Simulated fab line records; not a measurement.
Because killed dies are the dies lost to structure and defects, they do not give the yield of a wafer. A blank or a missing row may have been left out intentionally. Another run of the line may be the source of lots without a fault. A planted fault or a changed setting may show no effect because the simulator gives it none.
Which tool is to blame? + flow gf180mcu + Sampling: 14 lots, 42 wafers, 6 of 602 route steps

## WHAT EACH GAUGE READ, for each wafer
GF_LVPWELL_OVL_MEAS_07. Usual: LVPWELL_OVL 0.4 nm, standard deviation 1.2.
| lot  | measured    | on         | LVPWELL_OVL (nm) | flag |
|------|-------------|------------|------------------|------|
| L980 | day 4 02:25 | overlay-02 | 0.0 2.6 0.6      |      |
| L982 | day 4 09:07 | overlay-01 | -1.8 -1.4 0.9    |      |
| L981 | day 4 09:16 | overlay-01 | -0.2 1.1 0.1     |      |
| L983 | day 4 13:49 | overlay-02 | 1.8 1.8 1.3      |      |
| L984 | day 4 22:14 | overlay-02 | 0.5 2.6 1.3      |      |
| L985 | day 5 03:01 | overlay-02 | 0.0 -0.1 0.7     |      |
| L986 | day 5 05:55 | overlay-01 | 0.6 0.9 0.2      |      |
| L987 | day 5 11:14 | overlay-02 | 0.1 -0.2 0.1     |      |
| L988 | day 5 16:31 | overlay-01 | 0.1 0.2 0.7      |      |
| L989 | day 5 21:13 | overlay-01 | 0.0 -0.9 -0.9    |      |
| L990 | day 6 04:25 | overlay-02 | 1.0 0.6 1.1      |      |
| L997 | day 7 21:37 | overlay-01 | -1.4 1.6 0.9     |      |
| L999 | day 8 11:34 | overlay-01 | 1.5 -0.3 0.3     |      |
| L102 | day 9 05:46 | overlay-02 | -0.9 0.8 -0.2    |      |

GF_VT_IMPLANT_OVL_MEAS_29. Usual: VT_IMPLANT_02_OVL -0.5 nm, standard deviation 1.4.
| lot  | measured     | on         | VT_IMPLANT_02_OVL (nm) | flag |
|------|--------------|------------|------------------------|------|
| L980 | day 7 04:16  | overlay-02 | -3.9 -2.6 -1.6         |      |
| L982 | day 7 09:40  | overlay-02 | 0.4 0.4 -0.9           |      |
| L981 | day 7 12:13  | overlay-01 | 0.3 -0.4 1.1           |      |
| L983 | day 7 16:31  | overlay-02 | 0.4 -1.4 0.4           |      |
| L984 | day 8 02:16  | overlay-01 | 1.4 0.4 0.8            |      |
| L985 | day 8 07:04  | overlay-02 | -0.8 1.7 -0.5          |      |
| L986 | day 8 12:16  | overlay-02 | -0.6 -1.5 -3.9         |      |
| L987 | day 8 16:23  | overlay-02 | 2.5 1.3 1.0            |      |
| L988 | day 8 22:34  | overlay-01 | 0.6 -0.1 -0.6          |      |
| L989 | day 9 06:25  | overlay-02 | -1.7 -0.5 -2.1         |      |
| L990 | day 9 14:10  | overlay-02 | -2.4 -0.6 -0.5         |      |
| L997 | day 11 13:13 | overlay-02 | - - -                  | OFF  |
| L999 | day 12 05:01 | overlay-01 | - - -                  | OFF  |
| L102 | day 13 03:04 | overlay-01 | -0.2 -1.0 -3.2         |      |

GF_VT_IMPLANT_TW_MEAS_32. Usual: VT_IMPLANT_3_TW 273, standard deviation 3.7.
| lot  | measured     | on            | VT_IMPLANT_3_TW | flag |
|------|--------------|---------------|-----------------|------|
| L980 | day 7 04:34  | film-metro-01 | 275 275 274     |      |
| L982 | day 7 09:58  | film-metro-03 | 274 274 276     |      |
| L981 | day 7 12:30  | film-metro-02 | 267 267 267     |      |
| L983 | day 7 16:49  | film-metro-02 | 267 266 267     |      |
| L984 | day 8 02:34  | film-metro-03 | 272 274 275     |      |
| L985 | day 8 07:21  | film-metro-03 | 273 275 274     |      |
| L986 | day 8 12:33  | film-metro-03 | 275 275 274     |      |
| L987 | day 8 16:40  | film-metro-02 | 266 267 266     |      |
| L988 | day 8 22:51  | film-metro-03 | 275 275 273     |      |
| L989 | day 9 06:42  | film-metro-03 | 277 277 275     |      |
| L990 | day 9 14:28  | film-metro-01 | 272 274 274     |      |
| L997 | day 11 13:30 | film-metro-02 | 30 30 30        | OFF  |
| L999 | day 12 05:18 | film-metro-01 | 31 31 31        | OFF  |
| L102 | day 13 03:21 | film-metro-03 | 277 276 276     |      |

GF_POLY_GATE_OVL_MEAS_11. Usual: POLY_GATE_OVL 3 nm, standard deviation 4.9.
| lot  | measured     | on         | POLY_GATE_OVL (nm) | flag |
|------|--------------|------------|--------------------|------|
| L980 | day 9 12:35  | overlay-01 | 8 2 11             |      |
| L982 | day 9 17:11  | overlay-01 | -4 -6 -4           |      |
| L981 | day 9 19:41  | overlay-02 | 2 6 4              |      |
| L983 | day 9 23:57  | overlay-01 | 5 1 6              |      |
| L984 | day 10 11:41 | overlay-02 | -1 -1 -3           |      |
| L985 | day 10 17:23 | overlay-01 | 2 1 1              |      |
| L986 | day 11 02:20 | overlay-02 | 9 5 15             |      |
| L987 | day 11 05:57 | overlay-01 | 14 5 15            |      |
| L988 | day 11 09:50 | overlay-01 | -2 -4 10           |      |
| L989 | day 11 20:53 | overlay-02 | 2 4 3              |      |
| L990 | day 12 02:17 | overlay-02 | 2 7 6              |      |
| L102 | day 16 01:05 | overlay-01 | 7 1 2              |      |

GF_HV_LDD_CD_MEAS_31: target cd 400 nm. Usual: cd-nm reads 398.0 nm (standard deviation 2.4).
| lot  | measured     | on        | cd-nm (nm)        | flag |
|------|--------------|-----------|-------------------|------|
| L980 | day 11 20:11 | cd-sem-01 | 399.2 400.0 399.5 |      |
| L982 | day 12 01:46 | cd-sem-02 | 394.4 393.2 395.9 |      |
| L981 | day 12 06:19 | cd-sem-01 | 397.7 401.0 400.5 |      |
| L983 | day 12 10:50 | cd-sem-02 | 401.9 399.4 397.9 |      |
| L984 | day 12 21:47 | cd-sem-01 | 398.0 398.8 401.5 |      |
| L985 | day 13 05:43 | cd-sem-01 | 395.8 395.4 396.7 |      |
| L986 | day 13 14:40 | cd-sem-02 | 397.0 399.2 399.0 |      |
| L987 | day 13 17:57 | cd-sem-01 | 402.2 400.7 402.2 |      |
| L988 | day 13 22:58 | cd-sem-01 | 398.4 395.4 397.8 |      |
| L989 | day 14 10:55 | cd-sem-02 | 398.1 395.4 397.4 |      |
| L990 | day 14 17:23 | cd-sem-01 | 398.2 401.0 400.6 |      |
| L102 | day 19 00:16 | cd-sem-02 | 397.7 399.1 397.9 |      |

## WHICH TOOL RAN EACH LOT (tool, then ch and the chambers of the sampled wafers, then the start)
| lot  | GF_VT_IMPLANT_DEVELOP_28          |
|------|-----------------------------------|
| L980 | litho-track-01 ch 0, day 7 04:08  |
| L982 | litho-track-02 ch 0, day 7 09:31  |
| L981 | litho-track-03 ch 0, day 7 12:04  |
| L983 | litho-track-01 ch 0, day 7 16:23  |
| L984 | litho-track-01 ch 0, day 8 02:08  |
| L985 | litho-track-03 ch 0, day 8 06:55  |
| L986 | litho-track-01 ch 0, day 8 12:07  |
| L987 | litho-track-01 ch 0, day 8 16:16  |
| L988 | litho-track-03 ch 0, day 8 22:25  |
| L989 | litho-track-01 ch 0, day 9 06:16  |
| L990 | litho-track-01 ch 0, day 9 14:02  |
| L997 | litho-track-03 ch 0, day 11 13:04 |
| L999 | litho-track-03 ch 0, day 12 04:52 |
| L102 | litho-track-01 ch 0, day 13 02:55 |
- GF_VT_IMPLANT_DEVELOP_28: develop time 60 s.

## AS READ BY THE TOOLS THEMSELVES (means over the sampled wafers that have a number; for cases with no such wafer, the mark the record gives instead)
GF_VT_IMPLANT_DEVELOP_28. Usual: resist-line-temp-C reads 22.98 C (standard deviation 0.11).
| lot  | tool           | resist-line-temp-C (C) | flag |
|------|----------------|------------------------|------|
| L980 | litho-track-01 | 22.97                  |      |
| L982 | litho-track-02 | 23.05                  |      |
| L981 | litho-track-03 | 22.96                  |      |
| L983 | litho-track-01 | 22.97                  |      |
| L984 | litho-track-01 | 22.84                  |      |
| L985 | litho-track-03 | 22.97                  |      |
| L986 | litho-track-01 | 22.88                  |      |
| L987 | litho-track-01 | 23.01                  |      |
| L988 | litho-track-03 | 22.96                  |      |
| L989 | litho-track-01 | 22.99                  |      |
| L990 | litho-track-01 | 22.96                  |      |
| L997 | litho-track-03 | 23.07                  |      |
| L999 | litho-track-03 | 23.08                  |      |
| L102 | litho-track-01 | 22.93                  |      |

## THE ANSWER, worked out from the rows above alone
Rule: lot off if the mean of its wafers having a number is beyond 3 standard deviations from the usual mean. A lot without any number at a reading at which 4 lots or more have one is off too. The other lots that the step has rows for count as sound. Order of review: gauges by route order, followed by the tools' own readings, for which a lot's mean as printed above is used. At the first step where some lot is off, the reading lying furthest off is the one used; lots without a number count as furthest.
Off: L997, L999, at GF_VT_IMPLANT_OVL_MEAS_29 (VT_IMPLANT_02_OVL). Without a number there: L997, L999.
If a tool, at a process step before that reading, ran all the lots that are off and no sound lot after the first of them, it fits. The gauges at GF_VT_IMPLANT_OVL_MEAS_29 aren't tried: what is off there is off at GF_VT_IMPLANT_TW_MEAS_32 too, on other tools, and a gauge's error can't cause that. One fits: GF_VT_IMPLANT_DEVELOP_28 on litho-track-03. A fault onset in the window from L988 (day 8 22:25, its last sound lot) to L997 (day 11 13:04, its first lot off) fits.

## WHAT THE SIMULATOR HAD PUT IN
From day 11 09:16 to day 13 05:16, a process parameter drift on litho-track-03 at GF_VT_IMPLANT_DEVELOP_28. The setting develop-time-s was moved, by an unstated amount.
Lots struck among those shown: L997, L999. This agrees with what the rule above found.
